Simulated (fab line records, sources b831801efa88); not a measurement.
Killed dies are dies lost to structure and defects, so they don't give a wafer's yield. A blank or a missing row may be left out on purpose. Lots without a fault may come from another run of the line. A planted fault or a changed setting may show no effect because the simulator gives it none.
fab line records | flow sky130
record lots=5 wafers=15 last_day=49
route steps=708 shown LDD_P@256 LDD_HVN@267 LDD_HVP@278 LDD_LDN@289
lots that met no fault: from a run of the same line without faults
start_h: hours from the record's first day to the start of the lot's first wafer shown | wait_h: hours since the lot's step before | " the same as in the row above | L1.1+2: a row that stands for several wafers | - no value, or no start given | * or withheld: withheld | < > ~ a bound
route shown NAME@n: a module of which the file shows steps, and the number in the route of the first | usual: mean/standard deviation of fault-free wafers | same: alike in all rows | chamber/n: place in a boat | sites: the reading at each site | _std_site: their standard deviation | _edge_site: outer sites' mean less inner sites' | radius_mm: how far each site lies from the wafer's centre | mask NAME#n: copy n | behind: the tool/chamber that last shaped the wafer | hold: why the lot was held/for how many hours/how that ended | device: the transistor (n, p or np) that didn't switch | end of line: the same wafers' tests at the end of the route | a step without rows: its recipe alone | killed: dies lost to structure and defects at the first sort, not the wafer's yield | map: a wafer's dies, x killed, . not, _ none there
set.NAME: the setting as run; set.NAME@STEP: as run at that earlier step | model.NAME: the simulator's own value behind a step, which no gauge read
lots at some steps of the route; a table a step, a row a wafer
services: from which hour (start_h, from the record's first day; less than 0 if before it) a tool's chamber was out of use, for how many hours, and why
## steps
# step SKY_LDD_P_HMDS_01
# recipe prime_time_s=60 prime_temp_c=120
# columns lot.wafer tool chamber start_h wait_h
L075.2+3+4 litho_track-01 0 429.04 0.1
L081.1+3+4 litho_track-03 0 481.54 0.1
L088.3+5+6 litho_track-03 0 549.14 0.1
L089.1+4+5 litho_track-02 0 553.51 0.1
L091.3+5+6 litho_track-03 0 566.54 0.1
# step SKY_LDD_P_COAT_02
# recipe resist=NOVOLAK spin_rpm=3000 resist_thk_nm=1140
# columns lot.wafer tool chamber start_h wait_h
L075.2+3+4 litho_track-01 0 429.19 0.1
L081.1+3+4 litho_track-03 0 481.69 0.1
L088.3+5+6 litho_track-03 0 549.29 0.1
L089.1+4+5 litho_track-02 0 553.66 0.1
L091.3+5+6 litho_track-03 0 566.69 0.1
# step SKY_LDD_P_SOFTBAKE_03
# recipe temp_c=90 time_s=60 resist=NOVOLAK
# columns lot.wafer tool chamber start_h wait_h
L075.2+3+4 litho_track-01 0 429.34 0.1
L081.1+3+4 litho_track-03 0 481.84 0.1
L088.3+5+6 litho_track-03 0 549.44 0.1
L089.1+4+5 litho_track-02 0 553.81 0.1
L091.3+5+6 litho_track-03 0 566.84 0.1
# step SKY_LDD_P_EXPOSE_04
# recipe mask_id=PSDM na=0.6 source_shape=conventional sigma_outer=0.6 polarization=unpolarized target_cd_nm=380 dose_mj=138
# usual reticle_temp_C=23.00/0.11
# columns lot.wafer tool chamber start_h wait_h mask reticle_temp_C
L075.2 iline_stepper-01 0 - - PSDM#0 23.04
L075.3 " 0 " " PSDM#0 23.07
L075.4 " 0 " " PSDM#0 23.12
L081.1 iline_stepper-01 0 - - PSDM#0 23.21
L081.3 " 0 " " PSDM#0 23.24
L081.4 " 0 " " PSDM#0 23.22
L088.3 iline_stepper-01 0 - - PSDM#0 22.94
L088.5 " 0 " " PSDM#0 22.92
L088.6 " 0 " " PSDM#0 22.92
L089.1 iline_stepper-01 0 - - PSDM#0 22.96
L089.4 " 0 " " PSDM#0 23.11
L089.5 " 0 " " PSDM#0 23.01
L091.3 iline_stepper-01 0 - - PSDM#0 23.04
L091.5 " 0 " " PSDM#0 23.17
L091.6 " 0 " " PSDM#0 23.06
# step SKY_LDD_P_PEB_05
# recipe temp_c=withheld time_s=* resist=NOVOLAK
# columns lot.wafer tool chamber start_h wait_h
L075.2+3+4 litho_track-02 0 - -
L081.1+3+4 litho_track-03 0 - -
L088.3+5+6 litho_track-01 0 - -
L089.1+4+5 litho_track-02 0 - -
L091.3+5+6 litho_track-01 0 - -
# step SKY_LDD_P_DEVELOP_06
# recipe resist=NOVOLAK developer=TMAH develop_time_s=60 dev_temp_c=23
# columns lot.wafer tool chamber start_h wait_h
L075.2+3+4 litho_track-02 0 444.64 0.1
L081.1+3+4 litho_track-03 0 497.64 0.1
L088.3+5+6 litho_track-01 0 563.71 0.1
L089.1+4+5 litho_track-02 0 568.66 0.1
L091.3+5+6 litho_track-01 0 582.16 0.1
# step SKY_LDD_P_CD_MEAS_07
# recipe target_cd_nm=380
# usual cd_nm=380.0/2.2
# columns lot.wafer tool chamber start_h wait_h cd_nm
L075.2 cd_sem-01 - 444.78 0.1 382.0
L075.3 " - " " 384.3
L075.4 " - " " 380.4
L081.1 cd_sem-01 - 497.79 0.1 380.9
L081.3 " - " " 383.0
L081.4 " - " " 381.6
L088.3 cd_sem-02 - 563.85 0.1 381.8
L088.5 " - " " 380.8
L088.6 " - " " 383.0
L089.1 cd_sem-02 - 568.81 0.1 379.2
L089.4 " - " " 379.1
L089.5 " - " " 377.9
L091.3 cd_sem-02 - 582.30 0.1 378.3
L091.5 " - " " 377.8
L091.6 " - " " 378.0
# step SKY_LDD_P_OVL_MEAS_08
# usual LDD_P_OVL=-0.9/1.3
# columns lot.wafer tool chamber start_h wait_h LDD_P_OVL[nm]
L075.2 overlay-02 - 444.89 0.1 -1.5
L075.3 " - " " -0.6
L075.4 " - " " 0.2
L081.1 overlay-02 - 497.91 0.1 -1.2
L081.3 " - " " 0.4
L081.4 " - " " -0.5
L088.3 overlay-02 - 563.95 0.1 0.6
L088.5 " - " " -1.6
L088.6 " - " " -1.1
L089.1 overlay-01 - 568.93 0.1 1.3
L089.4 " - " " 0.2
L089.5 " - " " -0.3
L091.3 overlay-01 - 582.40 0.1 0.1
L091.5 " - " " -0.5
L091.6 " - " " 0.2
# step SKY_LDD_P_IMPLANT_09
# recipe species=BF2 energy_kev=25 dose_cm2=1e+13 tilt_deg=withheld
# columns lot.wafer tool chamber start_h wait_h
L075.2+3+4 implanter-04 0 444.94 0.0
L081.1+3+4 implanter-02 0 497.95 0.0
L088.3+5+6 implanter-04 0 564.02 0.1
L089.1+4+5 implanter-02 0 568.97 0.0
L091.3+5+6 implanter-03 0 582.47 0.1
# step SKY_LDD_P_STRIP_10
# recipe chemistry=O2/N2 power_w=1400 pressure_mtorr=1500 platen_temp_c=withheld o2_flow_sccm=3000 n2_flow_sccm=300 overash_fraction=0.5
# usual chamber_pressure_mTorr=1499.9/1.4 drypump_motor_current_A=5.63/0.29 oes_product_au=0.716/0.0045 strip_time_to_endpoint_s=14.18/0.043
# columns lot.wafer tool chamber start_h wait_h chamber_pressure_mTorr drypump_motor_current_A oes_product_au rf_hours_counter_h strip_time_to_endpoint_s
L075.2 plasma_asher-03 1 445.07 0.1 1499.3 5.70 0.713 64 14.16
L075.3 " 1 " " 1501.1 5.70 0.707 - 14.15
L075.4 " 0 " " 1496.6 5.69 0.717 - 14.14
L081.1 plasma_asher-01 1 498.10 0.1 1499.3 5.18 0.713 37 14.02
L081.3 " 1 " " 1502.1 5.15 0.719 - 14.10
L081.4 " 0 " " 1500.6 5.91 0.718 - 14.10
L088.3 plasma_asher-03 1 564.15 0.1 1498.7 5.70 0.711 - 14.12
L088.5 " 1 " " 1501.7 5.70 0.721 - 14.19
L088.6 " 0 " " 1500.3 5.71 0.715 - 14.12
L089.1 plasma_asher-03 1 569.12 0.1 1499.5 5.70 0.711 75 14.20
L089.4 " 0 " " 1500.4 5.72 0.715 - 14.21
L089.5 " 1 " " 1499.1 5.70 0.719 - 14.17
L091.3 plasma_asher-01 0 582.60 0.1 1500.7 5.88 0.713 - 14.26
L091.5 " 1 " " 1500.3 5.17 0.714 - 14.22
L091.6 " 0 " " 1500.6 5.89 0.721 - 14.16
# step SKY_LDD_P_TW_MEAS_11
# usual LDD_P_TW=635/6.3
# columns lot.wafer tool chamber start_h wait_h LDD_P_TW
L075.2 film_metro-04 - 445.18 0.1 627
L075.3 " - " " 628
L075.4 " - " " 627
L081.1 film_metro-04 - 498.20 0.1 628
L081.3 " - " " 630
L081.4 " - " " 629
L088.3 film_metro-01 - 564.24 0.1 642
L088.5 " - " " 642
L088.6 " - " " 639
L089.1 film_metro-03 - 569.22 0.1 639
L089.4 " - " " 638
L089.5 " - " " 639
L091.3 film_metro-04 - 582.69 0.1 631
L091.5 " - " " 631
L091.6 " - " " 630
# step SKY_LDD_HVN_DEHYDRATE_00
# recipe temp_c=200 time_s=60
# columns lot.wafer tool chamber start_h wait_h
L075.2+3+4 litho_track-04 0 460.43 15.2
L081.1+3+4 litho_track-02 0 512.41 14.2
L088.3+5+6 litho_track-04 0 578.96 14.7
L089.1+4+5 litho_track-03 0 583.69 14.5
L091.3+5+6 litho_track-02 0 596.71 14.0
# step SKY_LDD_HVN_HMDS_01
# recipe prime_time_s=60 prime_temp_c=120
# columns lot.wafer tool chamber start_h wait_h
L075.2+3+4 litho_track-04 0 460.58 0.1
L081.1+3+4 litho_track-02 0 512.56 0.1
L088.3+5+6 litho_track-04 0 579.11 0.1
L089.1+4+5 litho_track-03 0 583.84 0.1
L091.3+5+6 litho_track-02 0 596.86 0.1
# step SKY_LDD_HVN_COAT_02
# recipe resist=NOVOLAK spin_rpm=3000 resist_thk_nm=300
# columns lot.wafer tool chamber start_h wait_h
L075.2+3+4 litho_track-04 0 460.73 0.1
L081.1+3+4 litho_track-02 0 512.71 0.1
L088.3+5+6 litho_track-04 0 579.26 0.1
L089.1+4+5 litho_track-03 0 583.99 0.1
L091.3+5+6 litho_track-02 0 597.01 0.1
# step SKY_LDD_HVN_SOFTBAKE_03
# recipe temp_c=90 time_s=60 resist=NOVOLAK
# columns lot.wafer tool chamber start_h wait_h
L075.2+3+4 litho_track-04 0 460.88 0.1
L081.1+3+4 litho_track-02 0 512.86 0.1
L088.3+5+6 litho_track-04 0 579.41 0.1
L089.1+4+5 litho_track-03 0 584.14 0.1
L091.3+5+6 litho_track-02 0 597.16 0.1
# step SKY_LDD_HVN_EXPOSE_04
# recipe mask_id=HVNTM na=0.6 source_shape=conventional sigma_outer=0.6 polarization=unpolarized target_cd_nm=700 dose_mj=127
# usual reticle_temp_C=23.02/0.11
# columns lot.wafer tool chamber start_h wait_h mask reticle_temp_C
L075.2 iline_stepper-02 0 - - HVNTM#0 22.91
L075.3 " 0 " " HVNTM#0 22.88
L075.4 " 0 " " HVNTM#0 23.08
L081.1 iline_stepper-01 0 - - HVNTM#0 23.11
L081.3 " 0 " " HVNTM#0 23.09
L081.4 " 0 " " HVNTM#0 23.18
L088.3 iline_stepper-01 0 - - HVNTM#0 23.07
L088.5 " 0 " " HVNTM#0 22.96
L088.6 " 0 " " HVNTM#0 23.00
L089.1 iline_stepper-02 0 - - HVNTM#0 23.08
L089.4 " 0 " " HVNTM#0 23.07
L089.5 " 0 " " HVNTM#0 23.21
L091.3 iline_stepper-01 0 - - HVNTM#0 22.94
L091.5 " 0 " " HVNTM#0 23.14
L091.6 " 0 " " HVNTM#0 23.08
# step SKY_LDD_HVN_PEB_05
# recipe temp_c=withheld time_s=* resist=NOVOLAK
# columns lot.wafer tool chamber start_h wait_h
L075.2+3+4 litho_track-04 0 - -
L081.1+3+4 litho_track-04 0 - -
L088.3+5+6 litho_track-03 0 - -
L089.1+4+5 litho_track-04 0 - -
L091.3+5+6 litho_track-04 0 - -
# step SKY_LDD_HVN_DEVELOP_06
# recipe resist=NOVOLAK developer=TMAH develop_time_s=60 dev_temp_c=23
# columns lot.wafer tool chamber start_h wait_h
L075.2+3+4 litho_track-04 0 475.58 0.1
L081.1+3+4 litho_track-04 0 528.41 0.1
L088.3+5+6 litho_track-03 0 593.79 0.1
L089.1+4+5 litho_track-04 0 598.96 0.1
L091.3+5+6 litho_track-04 0 611.81 0.1
# step SKY_LDD_HVN_OVL_MEAS_07
# usual LDD_HVN_OVL=1.0/1.2
# columns lot.wafer tool chamber start_h wait_h LDD_HVN_OVL[nm]
L075.2 overlay-01 - 475.71 0.1 1.9
L075.3 " - " " 1.8
L075.4 " - " " 1.5
L081.1 overlay-02 - 528.56 0.1 3.0
L081.3 " - " " -0.2
L081.4 " - " " 1.0
L088.3 overlay-02 - 593.91 0.1 1.5
L088.5 " - " " -1.9
L088.6 " - " " 1.3
L089.1 overlay-02 - 599.11 0.1 1.3
L089.4 " - " " 2.5
L089.5 " - " " 2.2
L091.3 overlay-01 - 611.92 0.1 1.2
L091.5 " - " " 1.0
L091.6 " - " " 1.7
# step SKY_LDD_HVN_IMPLANT_08
# recipe species=P energy_kev=60 dose_cm2=3e+13 tilt_deg=40
# columns lot.wafer tool chamber start_h wait_h
L075.2+3+4 implanter-02 0 475.77 0.0
L081.1+3+4 implanter-03 0 528.59 0.0
L088.3+5+6 implanter-02 0 593.98 0.1
L089.1+4+5 implanter-02 0 599.14 0.0
L091.3+5+6 implanter-03 0 611.99 0.1
# step SKY_LDD_HVN_STRIP_09
# recipe chemistry=O2/N2 power_w=1400 pressure_mtorr=1500 platen_temp_c=withheld o2_flow_sccm=3000 n2_flow_sccm=300 overash_fraction=0.5
# usual chamber_pressure_mTorr=1500.1/1.2 drypump_motor_current_A=5.9/0.47 oes_product_au=0.409/0.0043 strip_time_to_endpoint_s=4.142/0.016
# columns lot.wafer tool chamber start_h wait_h chamber_pressure_mTorr drypump_motor_current_A oes_product_au rf_hours_counter_h strip_time_to_endpoint_s
L075.2 plasma_asher-03 1 475.89 0.1 1500.1 5.7 0.412 68 4.160
L075.3 " 1 " " 1501.1 5.7 0.409 - 4.176
L075.4 " 0 " " 1500.3 5.7 0.404 - 4.167
L081.1 plasma_asher-02 0 528.74 0.1 1497.7 6.8 0.408 8 4.134
L081.3 " 0 " " 1501.2 6.8 0.403 - 4.130
L081.4 " 1 " " 1500.4 5.7 0.411 - 4.131
L088.3 plasma_asher-03 1 594.11 0.1 1499.6 5.7 0.410 - 4.131
L088.5 " 1 " " 1500.5 5.7 0.411 - 4.140
L088.6 " 0 " " 1497.5 5.7 0.408 - 4.158
L089.1 plasma_asher-04 0 599.29 0.1 1498.6 6.1 0.408 85 4.153
L089.4 " 1 " " 1498.4 5.4 0.413 - 4.136
L089.5 " 0 " " 1502.6 6.0 0.409 - 4.172
L091.3 plasma_asher-03 1 612.13 0.1 1501.7 5.7 0.416 - 4.134
L091.5 " 0 " " 1500.9 5.7 0.408 - 4.133
L091.6 " 1 " " 1498.5 5.7 0.401 - 4.131
# step SKY_LDD_HVN_TW_MEAS_10
# usual LDD_HVN_TW=1436/9.5
# columns lot.wafer tool chamber start_h wait_h LDD_HVN_TW
L075.2 film_metro-02 - 476.00 0.1 1418
L075.3 " - " " 1430
L075.4 " - " " 1425
L081.1 film_metro-02 - 528.84 0.1 1417
L081.3 " - " " 1427
L081.4 " - " " 1420
L088.3 film_metro-02 - 594.20 0.1 1427
L088.5 " - " " 1429
L088.6 " - " " 1425
L089.1 film_metro-02 - 599.39 0.1 1435
L089.4 " - " " 1434
L089.5 " - " " 1428
L091.3 film_metro-01 - 612.21 0.1 1448
L091.5 " - " " 1449
L091.6 " - " " 1451
# step SKY_LDD_HVP_DEHYDRATE_00
# recipe temp_c=200 time_s=60
# columns lot.wafer tool chamber start_h wait_h
L075.2+3+4 litho_track-01 0 490.64 14.6
L081.1+3+4 litho_track-04 0 543.31 14.5
L088.3+5+6 litho_track-03 0 608.09 13.9
L089.1+4+5 litho_track-04 0 613.71 14.3
L091.3+5+6 litho_track-01 0 625.76 13.5
# step SKY_LDD_HVP_HMDS_01
# recipe prime_time_s=60 prime_temp_c=120
# columns lot.wafer tool chamber start_h wait_h
L075.2+3+4 litho_track-01 0 490.79 0.1
L081.1+3+4 litho_track-04 0 543.46 0.1
L088.3+5+6 litho_track-03 0 608.24 0.1
L089.1+4+5 litho_track-04 0 613.86 0.1
L091.3+5+6 litho_track-01 0 625.91 0.1
# step SKY_LDD_HVP_COAT_02
# recipe resist=NOVOLAK spin_rpm=3000 resist_thk_nm=300
# columns lot.wafer tool chamber start_h wait_h
L075.2+3+4 litho_track-01 0 490.94 0.1
L081.1+3+4 litho_track-04 0 543.61 0.1
L088.3+5+6 litho_track-03 0 608.39 0.1
L089.1+4+5 litho_track-04 0 614.01 0.1
L091.3+5+6 litho_track-01 0 626.06 0.1
# step SKY_LDD_HVP_SOFTBAKE_03
# recipe temp_c=90 time_s=60 resist=NOVOLAK
# columns lot.wafer tool chamber start_h wait_h
L075.2+3+4 litho_track-01 0 491.09 0.1
L081.1+3+4 litho_track-04 0 543.76 0.1
L088.3+5+6 litho_track-03 0 608.54 0.1
L089.1+4+5 litho_track-04 0 614.16 0.1
L091.3+5+6 litho_track-01 0 626.21 0.1
# step SKY_LDD_HVP_EXPOSE_04
# recipe mask_id=HVPTM na=0.6 source_shape=conventional sigma_outer=0.6 polarization=unpolarized target_cd_nm=700 dose_mj=86
# usual reticle_temp_C=23.00/0.087
# columns lot.wafer tool chamber start_h wait_h mask reticle_temp_C
L075.2 iline_stepper-02 0 - - HVPTM#0 22.98
L075.3 " 0 " " HVPTM#0 22.88
L075.4 " 0 " " HVPTM#0 23.09
L081.1 iline_stepper-02 0 - - HVPTM#0 23.10
L081.3 " 0 " " HVPTM#0 23.07
L081.4 " 0 " " HVPTM#0 23.07
L088.3 iline_stepper-01 0 - - HVPTM#0 22.89
L088.5 " 0 " " HVPTM#0 23.04
L088.6 " 0 " " HVPTM#0 23.06
L089.1 iline_stepper-01 0 - - HVPTM#0 22.97
L089.4 " 0 " " HVPTM#0 22.94
L089.5 " 0 " " HVPTM#0 23.05
L091.3 iline_stepper-01 0 - - HVPTM#0 22.97
L091.5 " 0 " " HVPTM#0 22.91
L091.6 " 0 " " HVPTM#0 22.92
# step SKY_LDD_HVP_PEB_05
# recipe temp_c=withheld time_s=* resist=NOVOLAK
# columns lot.wafer tool chamber start_h wait_h
L075.2+3+4 litho_track-01 0 - -
L081.1+3+4 litho_track-03 0 - -
L088.3+5+6 litho_track-04 0 - -
L089.1+4+5 litho_track-03 0 - -
L091.3+5+6 litho_track-03 0 - -
# step SKY_LDD_HVP_DEVELOP_06
# recipe resist=NOVOLAK developer=TMAH develop_time_s=60 dev_temp_c=23
# columns lot.wafer tool chamber start_h wait_h
L075.2+3+4 litho_track-01 0 506.34 0.1
L081.1+3+4 litho_track-03 0 558.84 0.1
L088.3+5+6 litho_track-04 0 622.91 0.1
L089.1+4+5 litho_track-03 0 627.74 0.1
L091.3+5+6 litho_track-03 0 640.39 0.1
# step SKY_LDD_HVP_OVL_MEAS_07
# usual LDD_HVP_OVL=0.2/1.3
# columns lot.wafer tool chamber start_h wait_h LDD_HVP_OVL[nm]
L075.2 overlay-02 - 506.47 0.1 -0.3
L075.3 " - " " 0.4
L075.4 " - " " 0.2
L081.1 overlay-02 - 558.99 0.1 0.8
L081.3 " - " " 0.7
L081.4 " - " " 1.7
L088.3 overlay-01 - 623.02 0.1 0.9
L088.5 " - " " -0.6
L088.6 " - " " 0.5
L089.1 overlay-02 - 627.89 0.1 0.4
L089.4 " - " " 0.6
L089.5 " - " " -1.3
L091.3 overlay-01 - 640.51 0.1 -0.5
L091.5 " - " " -0.4
L091.6 " - " " -0.2
# step SKY_LDD_HVP_IMPLANT_08
# recipe species=B energy_kev=20 dose_cm2=1.7e+13 tilt_deg=17.9
# columns lot.wafer tool chamber start_h wait_h
L075.2+3+4 implanter-02 0 506.53 0.0
L081.1+3+4 implanter-02 0 559.03 0.0
L088.3+5+6 implanter-02 0 623.09 0.1
L089.1+4+5 implanter-02 0 627.93 0.0
L091.3+5+6 implanter-01 0 640.58 0.1
# step SKY_LDD_HVP_STRIP_09
# recipe chemistry=O2/N2 power_w=1400 pressure_mtorr=1500 platen_temp_c=withheld o2_flow_sccm=3000 n2_flow_sccm=300 overash_fraction=0.5
# usual chamber_pressure_mTorr=1500.1/1.5 drypump_motor_current_A=5.9/0.49 oes_product_au=0.409/0.0044 strip_time_to_endpoint_s=4.141/0.015
# columns lot.wafer tool chamber start_h wait_h chamber_pressure_mTorr drypump_motor_current_A oes_product_au rf_hours_counter_h strip_time_to_endpoint_s
L075.2 plasma_asher-01 0 506.65 0.1 1496.1 5.9 0.409 38 4.141
L075.3 " 1 " " 1497.2 5.2 0.423 - 4.129
L075.4 " 0 " " 1500.4 5.9 0.410 - 4.165
L081.1 plasma_asher-02 0 559.18 0.1 1501.5 6.8 0.404 12 4.143
L081.3 " 0 " " 1503.9 6.8 0.413 - 4.130
L081.4 " 1 " " 1501.9 5.8 0.409 - 4.140
L088.3 plasma_asher-02 1 623.23 0.1 1499.2 5.7 0.405 - 4.144
L088.5 " 0 " " 1499.7 6.8 0.408 - 4.158
L088.6 " 1 " " 1499.2 5.7 0.407 - 4.157
L089.1 plasma_asher-01 0 628.08 0.1 1502.1 5.9 0.401 50 4.132
L089.4 " 0 " " 1502.0 5.9 0.413 - 4.149
L089.5 " 1 " " 1499.4 5.2 0.410 - 4.136
L091.3 plasma_asher-01 0 640.71 0.1 1499.1 5.9 0.410 - 4.136
L091.5 " 1 " " 1500.7 5.2 0.411 - 4.136
L091.6 " 0 " " 1498.9 5.9 0.406 - 4.125
# step SKY_LDD_HVP_TW_MEAS_10
# usual LDD_HVP_TW=455/3.6
# columns lot.wafer tool chamber start_h wait_h LDD_HVP_TW
L075.2 film_metro-04 - 506.76 0.1 452
L075.3 " - " " 456
L075.4 " - " " 451
L081.1 film_metro-02 - 559.28 0.1 455
L081.3 " - " " 453
L081.4 " - " " 456
L088.3 film_metro-03 - 623.31 0.1 458
L088.5 " - " " 461
L088.6 " - " " 460
L089.1 film_metro-02 - 628.18 0.1 455
L089.4 " - " " 453
L089.5 " - " " 451
L091.3 film_metro-02 - 640.80 0.1 454
L091.5 " - " " 453
L091.6 " - " " 454
# step SKY_LDD_LDN_DEHYDRATE_00
# recipe temp_c=200 time_s=60
# columns lot.wafer tool chamber start_h wait_h
L075.2+3+4 litho_track-04 0 521.23 14.5
L081.1+3+4 litho_track-04 0 573.11 13.8
L088.3+5+6 litho_track-04 0 636.86 13.5
L089.1+4+5 litho_track-04 0 642.06 13.9
L091.3+5+6 litho_track-04 0 654.61 13.8
# step SKY_LDD_LDN_HMDS_01
# recipe prime_time_s=60 prime_temp_c=120
# columns lot.wafer tool chamber start_h wait_h
L075.2+3+4 litho_track-04 0 521.38 0.1
L081.1+3+4 litho_track-04 0 573.26 0.1
L088.3+5+6 litho_track-04 0 637.01 0.1
L089.1+4+5 litho_track-04 0 642.21 0.1
L091.3+5+6 litho_track-04 0 654.76 0.1
# step SKY_LDD_LDN_COAT_02
# recipe resist=NOVOLAK spin_rpm=3000 resist_thk_nm=1140
# columns lot.wafer tool chamber start_h wait_h
L075.2+3+4 litho_track-04 0 521.53 0.1
L081.1+3+4 litho_track-04 0 573.41 0.1
L088.3+5+6 litho_track-04 0 637.16 0.1
L089.1+4+5 litho_track-04 0 642.36 0.1
L091.3+5+6 litho_track-04 0 654.91 0.1
# step SKY_LDD_LDN_SOFTBAKE_03
# recipe temp_c=90 time_s=60 resist=NOVOLAK
# columns lot.wafer tool chamber start_h wait_h
L075.2+3+4 litho_track-04 0 521.68 0.1
L081.1+3+4 litho_track-04 0 573.56 0.1
L088.3+5+6 litho_track-04 0 637.31 0.1
L089.1+4+5 litho_track-04 0 642.51 0.1
L091.3+5+6 litho_track-04 0 655.06 0.1
# step SKY_LDD_LDN_EXPOSE_04
# recipe mask_id=LDNTM na=0.6 source_shape=conventional sigma_outer=0.6 polarization=unpolarized target_cd_nm=700 dose_mj=140
# usual reticle_temp_C=23.00/0.11
# columns lot.wafer tool chamber start_h wait_h mask reticle_temp_C
L075.2 iline_stepper-01 0 - - LDNTM#0 22.94
L075.3 " 0 " " LDNTM#0 22.94
L075.4 " 0 " " LDNTM#0 23.08
L081.1 iline_stepper-01 0 - - LDNTM#0 23.11
L081.3 " 0 " " LDNTM#0 23.10
L081.4 " 0 " " LDNTM#0 22.96
L088.3 iline_stepper-02 0 - - LDNTM#0 23.04
L088.5 " 0 " " LDNTM#0 23.16
L088.6 " 0 " " LDNTM#0 23.06
L089.1 iline_stepper-01 0 - - LDNTM#0 22.99
L089.4 " 0 " " LDNTM#0 22.97
L089.5 " 0 " " LDNTM#0 22.92
L091.3 iline_stepper-02 0 - - LDNTM#0 23.03
L091.5 " 0 " " LDNTM#0 22.93
L091.6 " 0 " " LDNTM#0 22.98
# step SKY_LDD_LDN_PEB_05
# recipe temp_c=withheld time_s=* resist=NOVOLAK
# columns lot.wafer tool chamber start_h wait_h
L075.2+3+4 litho_track-04 0 - -
L081.1+3+4 litho_track-01 0 - -
L088.3+5+6 litho_track-04 0 - -
L089.1+4+5 litho_track-04 0 - -
L091.3+5+6 litho_track-04 0 - -
# step SKY_LDD_LDN_DEVELOP_06
# recipe resist=NOVOLAK developer=TMAH develop_time_s=60 dev_temp_c=23
# columns lot.wafer tool chamber start_h wait_h
L075.2+3+4 litho_track-04 0 535.63 0.1
L081.1+3+4 litho_track-01 0 587.91 0.1
L088.3+5+6 litho_track-04 0 651.66 0.1
L089.1+4+5 litho_track-04 0 656.46 0.1
L091.3+5+6 litho_track-04 0 668.66 0.1
# step SKY_LDD_LDN_OVL_MEAS_07
# usual LDD_LDN_OVL=-0.3/1.2
# columns lot.wafer tool chamber start_h wait_h LDD_LDN_OVL[nm]
L075.2 overlay-02 - 535.76 0.1 -1.7
L075.3 " - " " -1.9
L075.4 " - " " -1.0
L081.1 overlay-01 - 588.06 0.1 -1.7
L081.3 " - " " 0.1
L081.4 " - " " 1.0
L088.3 overlay-02 - 651.77 0.1 -1.1
L088.5 " - " " -2.4
L088.6 " - " " -1.0
L089.1 overlay-01 - 656.61 0.1 -2.0
L089.4 " - " " -2.6
L089.5 " - " " -0.8
L091.3 overlay-02 - 668.77 0.1 3.5
L091.5 " - " " 2.0
L091.6 " - " " 3.0
# step SKY_LDD_LDN_IMPLANT_08
# recipe species=As energy_kev=15 dose_cm2=1.25e+13 tilt_deg=withheld rotation_deg=23
# columns lot.wafer tool chamber start_h wait_h
L075.2+3+4 implanter-04 0 535.82 0.0
L081.1+3+4 implanter-03 0 588.10 0.0
L088.3+5+6 implanter-03 0 651.84 0.1
L089.1+4+5 implanter-04 0 656.64 0.0
L091.3+5+6 implanter-04 0 668.84 0.1
# step SKY_LDD_LDN_IMPLANT_09
# recipe species=As energy_kev=15 dose_cm2=1.25e+13 tilt_deg=withheld rotation_deg=113
# columns lot.wafer tool chamber start_h wait_h
L075.2+3+4 implanter-04 0 535.97 0.1
L081.1+3+4 implanter-03 0 588.25 0.1
L088.3+5+6 implanter-03 0 651.99 0.1
L089.1+4+5 implanter-04 0 656.79 0.1
L091.3+5+6 implanter-04 0 668.99 0.1
# step SKY_LDD_LDN_IMPLANT_10
# recipe species=As energy_kev=15 dose_cm2=1.25e+13 tilt_deg=withheld rotation_deg=203
# columns lot.wafer tool chamber start_h wait_h
L075.2+3+4 implanter-04 0 536.12 0.1
L081.1+3+4 implanter-03 0 588.40 0.1
L088.3+5+6 implanter-03 0 652.14 0.1
L089.1+4+5 implanter-04 0 656.94 0.1
L091.3+5+6 implanter-04 0 669.14 0.1
# step SKY_LDD_LDN_IMPLANT_11
# recipe species=As energy_kev=15 dose_cm2=1.25e+13 tilt_deg=withheld rotation_deg=293
# columns lot.wafer tool chamber start_h wait_h
L075.2+3+4 implanter-04 0 536.27 0.1
L081.1+3+4 implanter-03 0 588.55 0.1
L088.3+5+6 implanter-03 0 652.29 0.1
L089.1+4+5 implanter-04 0 657.09 0.1
L091.3+5+6 implanter-04 0 669.29 0.1
# step SKY_LDD_LDN_STRIP_12
# recipe chemistry=O2/N2 power_w=1400 pressure_mtorr=1500 platen_temp_c=withheld o2_flow_sccm=3000 n2_flow_sccm=300 overash_fraction=0.5
# usual chamber_pressure_mTorr=1499.8/1.5 drypump_motor_current_A=5.8/0.46 oes_product_au=0.715/0.0047 strip_time_to_endpoint_s=14.19/0.045
# columns lot.wafer tool chamber start_h wait_h chamber_pressure_mTorr drypump_motor_current_A oes_product_au rf_hours_counter_h strip_time_to_endpoint_s
L075.2 plasma_asher-04 1 536.39 0.1 1501.4 5.4 0.714 79 14.25
L075.3 " 0 " " 1500.9 6.1 0.719 - 14.25
L075.4 " 1 " " 1497.9 5.4 0.709 - 14.22
L081.1 plasma_asher-04 1 588.70 0.1 1498.2 5.4 0.719 84 14.18
L081.3 " 0 " " 1497.8 6.0 0.713 - 14.21
L081.4 " 1 " " 1500.7 5.4 0.718 - 14.25
L088.3 plasma_asher-02 0 652.43 0.1 1497.2 6.8 0.725 - 14.17
L088.5 " 1 " " 1498.5 5.8 0.722 - 14.20
L088.6 " 0 " " 1499.4 6.8 0.720 - 14.21
L089.1 plasma_asher-04 1 657.24 0.1 1502.8 5.4 0.723 92 14.20
L089.4 " 1 " " 1501.5 5.4 0.719 - 14.21
L089.5 " 0 " " 1502.2 6.0 0.719 - 14.24
L091.3 plasma_asher-04 0 669.43 0.1 1502.3 6.1 0.714 - 14.22
L091.5 " 1 " " 1500.9 5.5 0.712 - 14.23
L091.6 " 0 " " 1500.2 6.1 0.708 - 14.19
## services
# columns tool chamber start_h hours kind
implanter-04 - 409.11 0.7 repair
implanter-02 - 426.87 1.9 repair
implanter-03 - 433.29 3.8 pm
implanter-04 - 433.82 1.1 repair
implanter-04 - 469.52 2.5 repair
implanter-04 - 497.16 1.4 repair
implanter-04 - 505.65 5.3 repair
implanter-03 - 507.51 1.1 repair
iline_stepper-02 - 511.32 8.9 pm
implanter-04 - 519.97 2.2 repair
implanter-02 - 520.69 7.1 pm
iline_stepper-02 - 520.89 5.6 repair
implanter-04 - 548.88 2.8 repair
implanter-02 - 551.13 1.7 repair
implanter-03 - 573.75 3.6 repair
implanter-04 - 580.65 23.3 pm
implanter-02 - 591.40 1.3 repair
implanter-02 - 601.75 15.9 pm
iline_stepper-01 - 606.53 1.7 pm
implanter-04 - 620.14 3.5 repair
implanter-03 - 620.19 20.4 pm
implanter-02 - 647.26 3.8 pm
implanter-04 - 651.36 3.8 repair
implanter-03 - 662.74 3.3 pm
## key
fault none
